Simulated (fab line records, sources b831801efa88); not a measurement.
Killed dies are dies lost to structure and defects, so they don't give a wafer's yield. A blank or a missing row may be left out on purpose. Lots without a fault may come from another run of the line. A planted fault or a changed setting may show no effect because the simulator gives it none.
fab line records | flow gf180mcu
record lots=5 wafers=15 last_day=34
route steps=602 shown TOP_METAL@567 PASSIVATION@587
lots that met no fault: from a run of the same line without faults
start_h: hours from the record's first day to the start of the lot's first wafer shown | wait_h: hours since the lot's step before | " the same as in the row above | L1.1+2: a row that stands for several wafers | - no value, or no start given | * or withheld: withheld | < > ~ a bound
route shown NAME@n: a module of which the file shows steps, and the number in the route of the first | usual: mean/standard deviation of fault-free wafers | same: alike in all rows | chamber/n: place in a boat | sites: the reading at each site | _std_site: their standard deviation | _edge_site: outer sites' mean less inner sites' | radius_mm: how far each site lies from the wafer's centre | mask NAME#n: copy n | behind: the tool/chamber that last shaped the wafer | hold: why the lot was held/for how many hours/how that ended | device: the transistor (n, p or np) that didn't switch | end of line: the same wafers' tests at the end of the route | a step without rows: its recipe alone | killed: dies lost to structure and defects at the first sort, not the wafer's yield | map: a wafer's dies, x killed, . not, _ none there
set.NAME: the setting as run; set.NAME@STEP: as run at that earlier step | model.NAME: the simulator's own value behind a step, which no gauge read
lots at some steps of the route; a table a step, a row a wafer
services: from which hour (start_h, from the record's first day; less than 0 if before it) a tool's chamber was out of use, for how many hours, and why
## steps
# step GF_TOP_METAL_SPUTTER_00
# recipe material=Ti target_thk_nm=37.5 arriving_ion_energy_ev=80 substrate_temp_c=200 chamber_pressure_pa=2 power_w=4000 time_s=150
# usual throttle_valve_pct=29.6/1.1
# columns lot.wafer tool chamber start_h wait_h throttle_valve_pct
L077.1 pvd_sputter-03 - 662.25 0.2 30.6
L077.4 " - " " 29.7
L077.6 " - " " 30.9
L086.1 pvd_sputter-04 - 720.98 0.1 28.7
L086.3 " - " " 27.2
L086.4 " - " " 31.1
L089.2 pvd_sputter-02 - 742.75 0.2 28.8
L089.4 " - " " 30.8
L089.5 " - " " 29.1
L091.2 pvd_sputter-02 - 754.05 0.1 29.2
L091.3 " - " " 29.1
L091.4 " - " " 31.0
L097.4 pvd_sputter-02 - 788.83 0.1 29.2
L097.5 " - " " 29.6
L097.6 " - " " 28.8
# step GF_TOP_METAL_SPUTTER_01
# recipe material=TiN target_thk_nm=30 power_w=6622 time_s=25 chamber_pressure_pa=0.4
# usual throttle_valve_pct=29.6/1.2
# columns lot.wafer tool chamber start_h wait_h throttle_valve_pct
L077.1 pvd_sputter-03 - 662.35 0.1 30.8
L077.4 " - " " 30.0
L077.6 " - " " 30.5
L086.1 pvd_sputter-04 - 721.08 0.1 28.5
L086.3 " - " " 27.2
L086.4 " - " " 30.9
L089.2 pvd_sputter-02 - 742.85 0.1 28.7
L089.4 " - " " 30.7
L089.5 " - " " 29.2
L091.2 pvd_sputter-02 - 754.15 0.1 29.2
L091.3 " - " " 29.0
L091.4 " - " " 30.8
L097.4 pvd_sputter-02 - 788.93 0.1 29.2
L097.5 " - " " 29.2
L097.6 " - " " 28.7
# step GF_TOP_METAL_SPUTTER_02
# recipe material=AlCu target_thk_nm=900 power_w=10600 chamber_pressure_pa=0.3 substrate_temp_c=250 gas=Ar time_s=47.82
# usual throttle_valve_pct=29.6/1.2
# columns lot.wafer tool chamber start_h wait_h throttle_valve_pct
L077.1 pvd_sputter-03 - 662.38 0.0 30.8
L077.4 " - " " 29.6
L077.6 " - " " 30.7
L086.1 pvd_sputter-04 - 721.11 0.0 28.6
L086.3 " - " " 27.4
L086.4 " - " " 30.8
L089.2 pvd_sputter-02 - 742.88 0.0 28.8
L089.4 " - " " 31.0
L089.5 " - " " 29.1
L091.2 pvd_sputter-02 - 754.18 0.0 29.3
L091.3 " - " " 28.7
L091.4 " - " " 30.7
L097.4 pvd_sputter-02 - 788.96 0.0 29.3
L097.5 " - " " 29.3
L097.6 " - " " 29.0
# step GF_TOP_METAL_SPUTTER_03
# recipe material=Ti target_thk_nm=5 substrate_temp_c=300 chamber_pressure_pa=0.3 power_w=3000 time_s=3.3
# usual throttle_valve_pct=29.6/1.1
# columns lot.wafer tool chamber start_h wait_h throttle_valve_pct
L077.1 pvd_sputter-03 - 662.42 0.0 30.4
L077.4 " - " " 29.6
L077.6 " - " " 30.6
L086.1 pvd_sputter-04 - 721.15 0.0 28.6
L086.3 " - " " 27.3
L086.4 " - " " 30.8
L089.2 pvd_sputter-02 - 742.92 0.0 28.5
L089.4 " - " " 30.7
L089.5 " - " " 29.3
L091.2 pvd_sputter-02 - 754.23 0.0 29.2
L091.3 " - " " 29.0
L091.4 " - " " 31.0
L097.4 pvd_sputter-02 - 789.00 0.0 29.2
L097.5 " - " " 29.1
L097.6 " - " " 28.7
# step GF_TOP_METAL_SPUTTER_04
# recipe material=TiN target_thk_nm=25 power_w=6500 time_s=20.8 chamber_pressure_pa=0.4
# usual throttle_valve_pct=29.6/1.1
# columns lot.wafer tool chamber start_h wait_h throttle_valve_pct
L077.1 pvd_sputter-03 - 662.44 0.0 30.5
L077.4 " - " " 29.8
L077.6 " - " " 30.7
L086.1 pvd_sputter-04 - 721.17 0.0 28.8
L086.3 " - " " 27.1
L086.4 " - " " 30.7
L089.2 pvd_sputter-02 - 742.94 0.0 28.4
L089.4 " - " " 30.6
L089.5 " - " " 29.4
L091.2 pvd_sputter-02 - 754.24 0.0 29.4
L091.3 " - " " 28.7
L091.4 " - " " 30.7
L097.4 pvd_sputter-02 - 789.02 0.0 29.3
L097.5 " - " " 29.3
L097.6 " - " " 28.7
# step GF_TOP_METAL_RS_MEAS_05
# recipe thk_meas_gauge=four-point-probe reads=TiN_of_TOP_METAL_SPUTTER_04+Ti_of_TOP_METAL_SPUTTER_03+AlCu_of_TOP_METAL_SPUTTER_02+TiN_of_TOP_METAL_SPUTTER_01+Ti_of_TOP_METAL_SPUTTER_00
# usual TOP_METAL_ALCU_RS=0.0327/0.00049
# columns lot.wafer tool chamber start_h wait_h TOP_METAL_ALCU_RS[ohm/sq]
L077.1 film_metro-02 - 662.47 0.0 0.0336
L077.4 " - " " 0.0336
L077.6 " - " " 0.0335
L086.1 film_metro-01 - 721.20 0.0 0.0328
L086.3 " - " " 0.0328
L086.4 " - " " 0.0325
L089.2 film_metro-02 - 742.99 0.0 0.0328
L089.4 " - " " 0.0334
L089.5 " - " " 0.0335
L091.2 film_metro-03 - 754.29 0.0 0.0322
L091.3 " - " " 0.0319
L091.4 " - " " 0.0322
L097.4 film_metro-01 - 789.11 0.1 0.0322
L097.5 " - " " 0.0322
L097.6 " - " " 0.0319
# step GF_TOP_METAL_THK_MEAS_06
# recipe thk_meas_gauge=xrf reads=AlCu_of_TOP_METAL_SPUTTER_02
# usual TOP_METAL_ALCU_THK=906/14
# columns lot.wafer tool chamber start_h wait_h TOP_METAL_ALCU_THK[nm]
L077.1 film_metro-02 - 662.59 0.1 886
L077.4 " - " " 886
L077.6 " - " " 890
L086.1 film_metro-01 - 721.32 0.1 898
L086.3 " - " " 898
L086.4 " - " " 907
L089.2 film_metro-02 - 743.10 0.1 912
L089.4 " - " " 896
L089.5 " - " " 894
L091.2 film_metro-03 - 754.40 0.1 916
L091.3 " - " " 923
L091.4 " - " " 918
L097.4 film_metro-01 - 789.20 0.1 923
L097.5 " - " " 923
L097.6 " - " " 930
# step GF_TOP_METAL_DEHYDRATE_07
# recipe temp_c=200 time_s=60
# usual plate_temp_C=200.03/0.18
# columns lot.wafer tool chamber start_h wait_h plate_temp_C
L077.1 litho_track-03 0 671.51 8.9 200.13
L077.4 " 0 " " 200.02
L077.6 " 0 " " 200.11
L086.1 litho_track-04 0 729.72 8.4 199.98
L086.3 " 0 " " 199.85
L086.4 " 0 " " 200.07
L089.2 litho_track-03 0 750.34 7.2 200.24
L089.4 " 0 " " 200.12
L089.5 " 0 " " 200.04
L091.2 litho_track-04 0 761.79 7.4 199.79
L091.3 " 0 " " 199.81
L091.4 " 0 " " 199.82
L097.4 litho_track-03 0 796.23 7.0 200.03
L097.5 " 0 " " 199.87
L097.6 " 0 " " 199.80
# step GF_TOP_METAL_HMDS_08
# recipe prime_time_s=60 prime_temp_c=120
# columns lot.wafer tool chamber start_h wait_h
L077.1+4+6 litho_track-03 0 671.66 0.1
L086.1+3+4 litho_track-04 0 729.87 0.1
L089.2+4+5 litho_track-03 0 750.49 0.1
L091.2+3+4 litho_track-04 0 761.94 0.1
L097.4+5+6 litho_track-03 0 796.38 0.1
# step GF_TOP_METAL_COAT_09
# recipe resist=NOVOLAK spin_rpm=3000 resist_thk_nm=1500
# columns lot.wafer tool chamber start_h wait_h
L077.1+4+6 litho_track-03 0 671.81 0.1
L086.1+3+4 litho_track-04 0 730.02 0.1
L089.2+4+5 litho_track-03 0 750.64 0.1
L091.2+3+4 litho_track-04 0 762.09 0.1
L097.4+5+6 litho_track-03 0 796.53 0.1
# step GF_TOP_METAL_SOFTBAKE_10
# recipe temp_c=90 time_s=60 resist=NOVOLAK
# usual plate_temp_C=89.99/0.12
# columns lot.wafer tool chamber start_h wait_h plate_temp_C
L077.1 litho_track-03 0 671.96 0.1 90.29
L077.4 " 0 " " 90.16
L077.6 " 0 " " 90.21
L086.1 litho_track-04 0 730.17 0.1 89.93
L086.3 " 0 " " 90.06
L086.4 " 0 " " 89.93
L089.2 litho_track-03 0 750.79 0.1 90.10
L089.4 " 0 " " 89.96
L089.5 " 0 " " 89.98
L091.2 litho_track-04 0 762.24 0.1 89.84
L091.3 " 0 " " 89.85
L091.4 " 0 " " 89.93
L097.4 litho_track-03 0 796.68 0.1 89.94
L097.5 " 0 " " 89.93
L097.6 " 0 " " 89.86
# step GF_TOP_METAL_EXPOSE_11
# recipe mask_id=MetalTop target_cd_nm=440 na=0.6 source_shape=conventional sigma_outer=0.6 dose_mj=170
# usual stage_vel_mm_s=500.05/0.24
# columns lot.wafer tool chamber start_h wait_h mask stage_vel_mm_s
L077.1 iline_stepper-02 0 - - MetalTop#0 500.50
L077.4 " 0 " " MetalTop#0 499.92
L077.6 " 0 " " MetalTop#0 500.22
L086.1 iline_stepper-02 0 - - MetalTop#0 499.79
L086.3 " 0 " " MetalTop#0 499.74
L086.4 " 0 " " MetalTop#0 499.82
L089.2 iline_stepper-02 0 - - MetalTop#0 500.00
L089.4 " 0 " " MetalTop#0 499.98
L089.5 " 0 " " MetalTop#0 500.23
L091.2 iline_stepper-02 0 - - MetalTop#0 499.39
L091.3 " 0 " " MetalTop#0 499.88
L091.4 " 0 " " MetalTop#0 499.78
L097.4 iline_stepper-01 0 - - MetalTop#0 500.18
L097.5 " 0 " " MetalTop#0 499.97
L097.6 " 0 " " MetalTop#0 499.73
# step GF_TOP_METAL_PEB_12
# recipe temp_c=withheld time_s=* resist=NOVOLAK
# columns lot.wafer tool chamber start_h wait_h
L077.1+4+6 litho_track-01 0 - -
L086.1+3+4 litho_track-04 0 - -
L089.2+4+5 litho_track-03 0 - -
L091.2+3+4 litho_track-03 0 - -
L097.4+5+6 litho_track-03 0 - -
# step GF_TOP_METAL_DEVELOP_13
# recipe develop_time_s=60 dev_temp_c=23
# columns lot.wafer tool chamber start_h wait_h
L077.1+4+6 litho_track-01 0 681.48 0.1
L086.1+3+4 litho_track-04 0 739.17 0.1
L089.2+4+5 litho_track-03 0 758.74 0.1
L091.2+3+4 litho_track-03 0 770.34 0.1
L097.4+5+6 litho_track-03 0 803.08 0.1
# step GF_TOP_METAL_CD_MEAS_14
# recipe target_cd_nm=440
# usual cd_nm=439.0/2.1
# columns lot.wafer tool chamber start_h wait_h cd_nm
L077.1 cd_sem-01 - 681.63 0.1 434.6
L077.4 " - " " 435.7
L077.6 " - " " 434.7
L086.1 cd_sem-02 - 739.32 0.1 438.9
L086.3 " - " " 438.2
L086.4 " - " " 438.1
L089.2 cd_sem-01 - 758.88 0.1 438.3
L089.4 " - " " 438.5
L089.5 " - " " 440.3
L091.2 cd_sem-01 - 770.48 0.1 439.3
L091.3 " - " " 440.2
L091.4 " - " " 440.0
L097.4 cd_sem-02 - 803.22 0.1 438.4
L097.5 " - " " 437.4
L097.6 " - " " 439.2
# step GF_TOP_METAL_OVL_MEAS_15
# usual TOP_METAL_OVL=-0.5/1.3
# columns lot.wafer tool chamber start_h wait_h TOP_METAL_OVL[nm]
L077.1 overlay-01 - 681.75 0.1 -1.4
L077.4 " - " " -1.2
L077.6 " - " " -2.0
L086.1 overlay-01 - 739.44 0.1 -1.7
L086.3 " - " " 0.8
L086.4 " - " " 0.6
L089.2 overlay-02 - 758.99 0.1 -0.1
L089.4 " - " " -0.6
L089.5 " - " " -1.3
L091.2 overlay-02 - 770.59 0.1 -0.7
L091.3 " - " " -0.8
L091.4 " - " " 0.8
L097.4 overlay-01 - 803.30 0.1 -2.2
L097.5 " - " " -2.5
L097.6 " - " " -3.0
# step GF_TOP_METAL_METAL_ETCH_16
# recipe chemistry=Cl2/BCl3 mask_material=NOVOLAK target_depth_nm=1197 stop_on=SiO2 pressure_mtorr=8 icp_w=800 bias_w=140 Cl2_flow_sccm=80 bcl3_flow_sccm=40 time_s=199.5
# usual drypump_motor_current_A=5.8/0.58 oes_product_au=0.992/0.0063 throttle_valve_pct=28.230/0.01
# columns lot.wafer tool chamber start_h wait_h drypump_motor_current_A oes_product_au rf_hours_counter_h throttle_valve_pct
L077.1 rie_metal-03 1 681.78 0.0 5.9 0.977 7 28.238
L077.4 " 0 " " 6.7 0.998 - 28.217
L077.6 " 0 " " 6.7 0.996 - 28.221
L086.1 rie_metal-04 0 739.47 0.0 5.1 0.995 10 28.226
L086.3 " 1 " " 5.3 0.974 - 28.248
L086.4 " 0 " " 5.1 0.994 - 28.227
L089.2 rie_metal-03 1 759.02 0.0 5.9 0.986 11 28.233
L089.4 " 0 " " 6.7 0.993 - 28.222
L089.5 " 0 " " 6.7 0.996 - 28.230
L091.2 rie_metal-03 0 770.62 0.0 6.7 0.997 6 28.230
L091.3 " 0 " " 6.7 0.995 - 28.225
L091.4 " 1 " " 5.9 0.992 - 28.212
L097.4 rie_metal-03 1 803.38 0.1 5.9 1.001 - 28.226
L097.5 " 1 " " 5.9 0.999 - 28.224
L097.6 " 0 " " 6.7 0.993 - 28.212
# step GF_TOP_METAL_STRIP_17
# recipe chemistry=O2/N2 power_w=1400 pressure_mtorr=1500 platen_temp_c=250 o2_flow_sccm=3000 n2_flow_sccm=300 overash_fraction=0.5
# usual drypump_motor_current_A=6.0/0.43 heater_power_w=313/35 n2_flow_sccm=300.0/0.88 o2_flow_sccm=3000/7.3 oes_product_au=0.710/0.0045 platen_temp_c=250.02/0.18 strip_time_to_endpoint_s=12.90/0.11
# columns lot.wafer tool chamber start_h wait_h drypump_motor_current_A heater_power_w n2_flow_sccm o2_flow_sccm oes_product_au platen_temp_c rf_hours_counter_h strip_time_to_endpoint_s
L077.1 plasma_asher-03 1 681.97 0.1 5.6 302 300.5 2998 0.718 250.22 105 13.03
L077.4 " 1 " " 5.6 296 300.7 2998 0.702 250.08 - 12.90
L077.6 " 0 " " 5.6 275 298.8 2985 0.716 250.24 - 12.82
L086.1 plasma_asher-02 0 739.66 0.1 6.3 354 299.9 3007 0.706 249.94 102 12.99
L086.3 " 0 " " 6.3 359 298.9 3002 0.708 250.14 - 13.10
L086.4 " 1 " " 6.6 288 300.1 2992 0.709 249.80 - 12.83
L089.2 plasma_asher-01 0 759.21 0.1 5.5 288 300.3 2992 0.707 249.89 32 12.83
L089.4 " 1 " " 5.7 358 299.9 2990 0.706 249.93 - 12.78
L089.5 " 0 " " 5.5 285 299.5 2999 0.713 250.00 - 12.71
L091.2 plasma_asher-02 1 770.81 0.1 6.6 288 301.3 2998 0.709 250.12 106 12.83
L091.3 " 1 " " 6.6 281 298.9 2996 0.706 249.83 - 12.81
L091.4 " 0 " " 6.3 350 300.7 3003 0.712 250.04 - 12.81
L097.4 plasma_asher-01 0 803.54 0.1 5.5 293 301.0 3008 0.708 250.38 - 12.81
L097.5 " 1 " " 5.7 363 300.4 2998 0.712 250.07 - 12.78
L097.6 " 0 " " 5.5 289 301.7 3012 0.709 250.40 - 12.82
# step GF_TOP_METAL_STRIP_18
# recipe chemistry=post_etch_residue_remover time_s=1200 temp_c=72.5
# columns lot.wafer tool chamber start_h wait_h
L077.1+4+6 wet_bench-03 3 682.07 0.1
L086.1+3+4 wet_bench-03 0 739.76 0.1
L089.2+4+5 wet_bench-02 2 759.31 0.1
L091.2+3+4 wet_bench-01 2 770.91 0.1
L097.4+5+6 wet_bench-01 2 803.61 0.0
# step GF_TOP_METAL_CLEAN_19
# recipe chemistry=DIW dry=n2_spin
# columns lot.wafer tool chamber start_h wait_h
L077.1+4+6 wet_bench-01 2 682.41 0.0
L086.1+3+4 wet_bench-01 0 740.11 0.0
L089.2+4+5 wet_bench-03 3 759.65 0.0
L091.2+3+4 wet_bench-03 0 771.25 0.0
L097.4+5+6 wet_bench-03 0 803.98 0.0
# step GF_PASSIVATION_CVD_00
# recipe material=SiO2 target_thk_nm=1000 precursor=TEOS temp_c=400 time_s=111.95 rf_w=600
# usual heater_power_w=704/76
# columns lot.wafer tool chamber start_h wait_h heater_power_w since_wet_clean_h
L077.1 pecvd-03 2 682.60 0.0 646 300
L077.4 " 0 " " 578 -
L077.6 " 1 " " 783 -
L086.1 pecvd-02 0 740.20 0.0 634 774
L086.3 " 2 " " 577 774
L086.4 " 2 " " 638 -
L089.2 pecvd-03 1 759.74 0.0 786 377
L089.4 " 2 " " 808 -
L089.5 " 0 " " 674 -
L091.2 pecvd-02 0 771.34 0.0 598 805
L091.3 " 1 " " 859 805
L091.4 " 2 " " 704 -
L097.4 pecvd-03 2 804.13 0.0 653 -
L097.5 " 1 " " 803 -
L097.6 " 0 " " 587 -
# step GF_PASSIVATION_THK_MEAS_01
# recipe reads=SiO2_of_PASSIVATION_CVD_00
# usual PASSIVATION_CVD_00_THK=997/14
# columns lot.wafer tool chamber start_h wait_h PASSIVATION_CVD_00_THK[nm]
L077.1 film_metro-03 - 682.68 0.0 986
L077.4 " - " " 1011
L077.6 " - " " 1022
L086.1 film_metro-04 - 740.28 0.0 989
L086.3 " - " " 994
L086.4 " - " " 1012
L089.2 film_metro-01 - 759.83 0.0 992
L089.4 " - " " 1003
L089.5 " - " " 1011
L091.2 film_metro-04 - 771.43 0.0 970
L091.3 " - " " 987
L091.4 " - " " 1004
L097.4 film_metro-01 - 804.20 0.0 1021
L097.5 " - " " 1032
L097.6 " - " " 1014
# step GF_PASSIVATION_CVD_02
# recipe material=Si3N4 target_thk_nm=700 time_s=486.18 temp_c=400 rf_w=450
# usual heater_power_w=712/80
# columns lot.wafer tool chamber start_h wait_h heater_power_w since_wet_clean_h
L077.1 pecvd-02 1 682.74 0.1 873 716
L077.4 " 2 " " 624 -
L077.6 " 1 " " 735 -
L086.1 pecvd-04 2 740.34 0.1 698 135
L086.3 " 1 " " 798 135
L086.4 " 2 " " 564 -
L089.2 pecvd-02 1 759.88 0.0 880 794
L089.4 " 2 " " 743 -
L089.5 " 1 " " 908 -
L091.2 pecvd-04 1 771.48 0.0 746 166
L091.3 " 2 " " 664 166
L091.4 " 2 " " 687 -
L097.4 pecvd-04 2 804.37 0.2 651 -
L097.5 " 0 " " 703 -
L097.6 " 1 " " 776 -
# step GF_PASSIVATION_THK_MEAS_03
# recipe reads=Si3N4_of_PASSIVATION_CVD_02
# usual PASSIVATION_CVD_02_THK=703/8.1
# columns lot.wafer tool chamber start_h wait_h PASSIVATION_CVD_02_THK[nm]
L077.1 film_metro-04 - 683.02 0.1 697
L077.4 " - " " 700
L077.6 " - " " 703
L086.1 film_metro-04 - 740.62 0.1 698
L086.3 " - " " 703
L086.4 " - " " 715
L089.2 film_metro-04 - 760.18 0.2 696
L089.4 " - " " 697
L089.5 " - " " 712
L091.2 film_metro-03 - 771.78 0.2 688
L091.3 " - " " 689
L091.4 " - " " 700
L097.4 film_metro-01 - 804.54 0.0 719
L097.5 " - " " 717
L097.6 " - " " 712
# step GF_PASSIVATION_DEHYDRATE_04
# recipe temp_c=200 time_s=60
# usual plate_temp_C=199.98/0.16
# columns lot.wafer tool chamber start_h wait_h plate_temp_C
L077.1 litho_track-02 0 692.36 9.3 199.80
L077.4 " 0 " " 199.80
L077.6 " 0 " " 200.00
L086.1 litho_track-02 0 748.66 8.0 199.94
L086.3 " 0 " " 199.94
L086.4 " 0 " " 199.78
L089.2 litho_track-04 0 767.34 7.2 199.70
L089.4 " 0 " " 199.95
L089.5 " 0 " " 199.78
L091.2 litho_track-03 0 779.49 7.7 200.09
L091.3 " 0 " " 200.21
L091.4 " 0 " " 200.10
L097.4 litho_track-03 0 811.43 6.9 200.26
L097.5 " 0 " " 199.98
L097.6 " 0 " " 200.13
# step GF_PASSIVATION_HMDS_05
# recipe prime_time_s=60 prime_temp_c=120
# columns lot.wafer tool chamber start_h wait_h
L077.1+4+6 litho_track-02 0 692.51 0.1
L086.1+3+4 litho_track-02 0 748.81 0.1
L089.2+4+5 litho_track-04 0 767.49 0.1
L091.2+3+4 litho_track-03 0 779.64 0.1
L097.4+5+6 litho_track-03 0 811.58 0.1
# step GF_PASSIVATION_COAT_06
# recipe spin_rpm=1954 resist_thk_nm=4000
# columns lot.wafer tool chamber start_h wait_h
L077.1+4+6 litho_track-02 0 692.66 0.1
L086.1+3+4 litho_track-02 0 748.96 0.1
L089.2+4+5 litho_track-04 0 767.64 0.1
L091.2+3+4 litho_track-03 0 779.79 0.1
L097.4+5+6 litho_track-03 0 811.73 0.1
# step GF_PASSIVATION_SOFTBAKE_07
# recipe temp_c=110 time_s=withheld
# usual plate_temp_C=110.00/0.12
# columns lot.wafer tool chamber start_h wait_h plate_temp_C
L077.1 litho_track-02 0 692.81 0.1 110.05
L077.4 " 0 " " 109.96
L077.6 " 0 " " 110.13
L086.1 litho_track-02 0 749.11 0.1 109.94
L086.3 " 0 " " 109.95
L086.4 " 0 " " 110.22
L089.2 litho_track-04 0 767.80 0.1 110.20
L089.4 " 0 " " 110.16
L089.5 " 0 " " 110.18
L091.2 litho_track-03 0 779.94 0.1 109.86
L091.3 " 0 " " 110.12
L091.4 " 0 " " 109.97
L097.4 litho_track-03 0 811.91 0.1 109.81
L097.5 " 0 " " 109.67
L097.6 " 0 " " 110.05
# step GF_PASSIVATION_EXPOSE_08
# recipe mask_id=Pad target_cd_nm=40000 na=0.57 dose_mj=310
# usual stage_vel_mm_s=499.99/0.25
# columns lot.wafer tool chamber start_h wait_h mask stage_vel_mm_s
L077.1 iline_stepper-02 0 - - Pad#0 500.84
L077.4 " 0 " " Pad#0 500.69
L077.6 " 0 " " Pad#0 500.59
L086.1 iline_stepper-01 0 - - Pad#0 499.82
L086.3 " 0 " " Pad#0 499.75
L086.4 " 0 " " Pad#0 499.66
L089.2 iline_stepper-01 0 - - Pad#0 499.66
L089.4 " 0 " " Pad#0 499.87
L089.5 " 0 " " Pad#0 500.05
L091.2 iline_stepper-02 0 - - Pad#0 499.53
L091.3 " 0 " " Pad#0 499.99
L091.4 " 0 " " Pad#0 499.89
L097.4 iline_stepper-01 0 - - Pad#0 499.81
L097.5 " 0 " " Pad#0 499.94
L097.6 " 0 " " Pad#0 499.99
# step GF_PASSIVATION_PEB_09
# recipe temp_c=115 time_s=withheld
# usual plate_temp_C=114.99/0.11
# columns lot.wafer tool chamber start_h wait_h plate_temp_C
L077.1 litho_track-04 0 - - 115.18
L077.4 " 0 " " 115.15
L077.6 " 0 " " 115.14
L086.1 litho_track-02 0 - - 114.94
L086.3 " 0 " " 115.07
L086.4 " 0 " " 114.99
L089.2 litho_track-02 0 - - 115.07
L089.4 " 0 " " 115.02
L089.5 " 0 " " 114.94
L091.2 litho_track-02 0 - - 115.14
L091.3 " 0 " " 115.14
L091.4 " 0 " " 115.07
L097.4 litho_track-02 0 - - 114.86
L097.5 " 0 " " 114.83
L097.6 " 0 " " 115.05
# step GF_PASSIVATION_DEVELOP_10
# recipe develop_time_s=60 dev_temp_c=23
# columns lot.wafer tool chamber start_h wait_h
L077.1+4+6 litho_track-04 0 - -
L086.1+3+4 litho_track-02 0 - -
L089.2+4+5 litho_track-02 0 - -
L091.2+3+4 litho_track-02 0 - -
L097.4+5+6 litho_track-02 0 - -
# step GF_PASSIVATION_ETCH_11
# recipe chemistry=CF4/O2 target_depth_nm=2040 stop_on=TiN source_w=800 bias_w=150 pressure_mtorr=150 cf4_flow_sccm=80 O2_flow_sccm=10 time_s=453.3
# usual drypump_motor_current_A=5.6/0.46 oes_product_au=0.990/0.0065 throttle_valve_pct=5.969/0.009
# columns lot.wafer tool chamber start_h wait_h drypump_motor_current_A oes_product_au rf_hours_counter_h throttle_valve_pct
L077.1 rie_diel-04 3 702.32 - 5.3 0.995 39 6.000
L077.4 " 2 " " 5.7 1.000 44 5.973
L077.6 " 2 " " 5.8 0.994 - 5.965
L086.1 rie_diel-03 2 757.61 - 6.0 0.995 9 5.976
L086.3 " 0 " " 5.4 0.974 0 5.950
L086.4 " 3 " " 4.6 0.985 21 5.978
L089.2 rie_diel-03 1 776.11 - 5.7 1.001 5 5.952
L089.4 " 2 " " 6.0 1.001 10 5.960
L089.5 " 0 " " 5.4 0.979 - 5.962
L091.2 rie_diel-04 0 787.61 - 6.3 0.985 16 5.977
L091.3 " 1 " " 5.7 1.002 5 5.973
L091.4 " 3 " " 5.3 0.990 - 5.972
L097.4 rie_diel-04 2 818.90 - 5.8 1.000 - 5.966
L097.5 " 0 " " 6.3 0.999 - 5.954
L097.6 " 1 " " 5.8 0.997 - 5.958
# step GF_PASSIVATION_STRIP_12
# recipe chemistry=O2/N2 power_w=1400 pressure_mtorr=1500 platen_temp_c=250 o2_flow_sccm=3000 n2_flow_sccm=300 overash_fraction=0.5
# usual drypump_motor_current_A=5.9/0.44 heater_power_w=306/28 n2_flow_sccm=299.9/0.84 o2_flow_sccm=2999/8.6 oes_product_au=0.719/0.0045 platen_temp_c=250.01/0.18 strip_time_to_endpoint_s=33.3/0.36
# columns lot.wafer tool chamber start_h wait_h drypump_motor_current_A heater_power_w n2_flow_sccm o2_flow_sccm oes_product_au platen_temp_c rf_hours_counter_h strip_time_to_endpoint_s
L077.1 plasma_asher-02 1 702.59 0.1 6.6 286 301.1 2984 0.716 250.14 98 33.1
L077.4 " 0 " " 6.3 362 299.1 3001 0.722 249.97 - 32.5
L077.6 " 0 " " 6.3 353 299.3 3013 0.726 249.91 - 32.5
L086.1 plasma_asher-03 1 757.88 0.1 5.7 307 301.3 2999 0.722 250.22 1 33.6
L086.3 " 0 " " 5.6 278 298.7 3008 0.719 249.87 - 34.1
L086.4 " 1 " " 5.6 306 300.7 2999 0.714 250.40 - 33.6
L089.2 plasma_asher-02 1 776.38 0.1 6.6 281 300.4 2999 0.717 249.82 106 33.4
L089.4 " 1 " " 6.6 285 300.6 2996 0.717 249.87 - 33.5
L089.5 " 1 " " 6.6 278 301.3 3001 0.724 249.98 - 34.0
L091.2 plasma_asher-03 0 787.88 0.1 5.6 281 299.7 3005 0.716 250.09 4 33.6
L091.3 " 0 " " 5.6 283 300.1 2991 0.716 250.23 - 33.0
L091.4 " 1 " " 5.6 303 298.7 3005 0.712 250.04 - 33.1
L097.4 plasma_asher-03 0 819.06 0.0 5.6 286 300.9 3009 0.716 249.99 - 33.2
L097.5 " 0 " " 5.6 281 300.4 3008 0.720 250.21 - 33.5
L097.6 " 1 " " 5.6 316 300.8 2998 0.722 249.80 - 32.9
# step GF_PASSIVATION_ANNEAL_13
# recipe temp_c=400 time_s=1800 ambient=N2/H2 idle_temp_c=300 ramp_up_c_per_min=10 ramp_down_c_per_min=3
# usual spike_tc_top_C=429/3.9 zone_power_bottom_pct=6.29/0.19 zone_power_top_pct=10.4/0.31
# columns lot.wafer tool chamber start_h wait_h spike_tc_top_C zone_power_bottom_pct zone_power_top_pct
L077.1 furnace-02 0 702.69 0.1 427 6.22 10.9
L077.4 " 0 " " 425 6.13 10.6
L077.6 " 0 " " 425 6.06 10.7
L086.1 furnace-01 0 757.98 0.1 433 6.49 10.2
L086.3 " 0 " " 433 6.46 10.2
L086.4 " 0 " " 432 6.51 10.1
L089.2 furnace-02 0 776.48 0.1 424 6.12 11.0
L089.4 " 0 " " 424 6.19 10.6
L089.5 " 0 " " 426 6.20 10.7
L091.2 furnace-02 0 787.98 0.1 425 6.12 10.7
L091.3 " 0 " " 425 6.17 10.7
L091.4 " 0 " " 425 6.09 10.6
L097.4 furnace-02 0 819.13 0.0 424 6.12 10.7
L097.5 " 0 " " 426 5.98 10.7
L097.6 " 0 " " 424 6.14 10.7
# step GF_PASSIVATION_BOW_MEAS_14
# recipe mode=bow
# usual PASSIVATION_BOW=135/11
# columns lot.wafer tool chamber start_h wait_h PASSIVATION_BOW[um]
L077.1 film_metro-03 - 704.19 0.0 137
L077.4 " - " " 126
L077.6 " - " " 131
L086.1 film_metro-03 - 759.48 0.0 143
L086.3 " - " " 143
L086.4 " - " " 136
L089.2 film_metro-03 - 778.14 0.2 135
L089.4 " - " " 131
L089.5 " - " " 124
L091.2 film_metro-01 - 789.50 0.0 150
L091.3 " - " " 138
L091.4 " - " " 161
L097.4 film_metro-04 - 820.69 0.1 111
L097.5 " - " " 120
L097.6 " - " " 119
## services
# columns tool chamber start_h hours kind
rie_diel-04 - 639.81 14.6 pm
furnace-02 - 641.27 3.5 pm
iline_stepper-02 - 642.62 1.5 repair
plasma_asher-02 - 646.06 0.6 repair
pecvd-04 - 647.87 0.6 repair
rie_diel-03 1 668.93 5.3 repair
pvd_sputter-03 - 673.17 1.8 repair
iline_stepper-01 - 677.74 1.7 pm
iline_stepper-02 - 683.90 4.4 pm
rie_diel-03 3 684.38 1.8 repair
pecvd-02 - 711.84 0.3 repair
pecvd-02 - 720.58 2.8 pm
iline_stepper-02 - 733.74 2.1 pm
plasma_asher-03 - 733.75 9.0 pm
pvd_sputter-03 - 738.90 6.7 repair
plasma_asher-03 - 742.75 2.8 pm
pvd_sputter-04 - 747.88 2.6 repair
iline_stepper-02 - 748.54 1.7 pm
rie_diel-04 0 762.20 6.8 repair
iline_stepper-02 - 780.97 1.2 repair
furnace-02 - 792.98 3.0 pm
pecvd-02 - 799.38 14.0 pm
rie_diel-04 - 799.73 1.2 repair
plasma_asher-03 - 815.16 3.7 repair
## key
fault none
